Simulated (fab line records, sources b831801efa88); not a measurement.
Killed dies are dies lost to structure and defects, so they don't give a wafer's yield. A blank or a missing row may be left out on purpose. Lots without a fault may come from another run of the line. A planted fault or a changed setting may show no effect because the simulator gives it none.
Chamber matching | flow sky130 | SKY_VIA3_CMP_02 on cmp-02: 4 sister chambers
The step polishes SiO2. 8 wafers are shown with their chamber, then 7 later ones without.

WAFERS WITH THEIR CHAMBER
wafer  | chamber | motor_current_A (A)
L904.5 | 1       | 12.7
L907.1 | 2       | 10.7
L907.2 | 3       | 11.0
L909.3 | 3       | 11.5
L909.5 | 0       | 14.2
L909.6 | 1       | 13.0
L912.3 | 0       | 12.7
L912.4 | 2       | 11.3

WAFERS WITHOUT THEIR CHAMBER
wafer  | motor_current_A (A)
L912.5 | 13.1
L915.1 | 13.0
L915.3 | 11.1
L915.6 | 11.2
L922.1 | 11.0
L922.2 | 13.9
L922.4 | 10.6

WHICH CHAMBER EACH WENT THROUGH
wafer  | from the rows above     | in truth
L912.5 | can't be placed: 1 or 0 | 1
L915.1 | can't be placed: 1 or 0 | 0
L915.3 | can't be placed: 2 or 3 | 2
L915.6 | can't be placed: 3 or 2 | 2
L922.1 | can't be placed: 2 or 3 | 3
L922.2 | can't be placed: 0 or 1 | 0
L922.4 | can't be placed: 2 or 3 | 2
Placed correctly: 0 of 7. Can't be placed from these rows: 7 (the true chamber is among the candidates in 7). Placed wrongly: 0.
How it was worked out, from the rows above alone: a wafer's distance from a chamber is the root of the sum, over the readings, of the square of ((its reading less the chamber's mean) divided by the reading's scatter). The wafer belongs to the nearest chamber; if the next one is less than 2 further off, it can't be placed. A chamber's mean is the mean of its shown wafers. The scatter: the root of (the sum of the squares of (reading less its chamber's mean) over the shown wafers, divided by (wafers less chambers)).
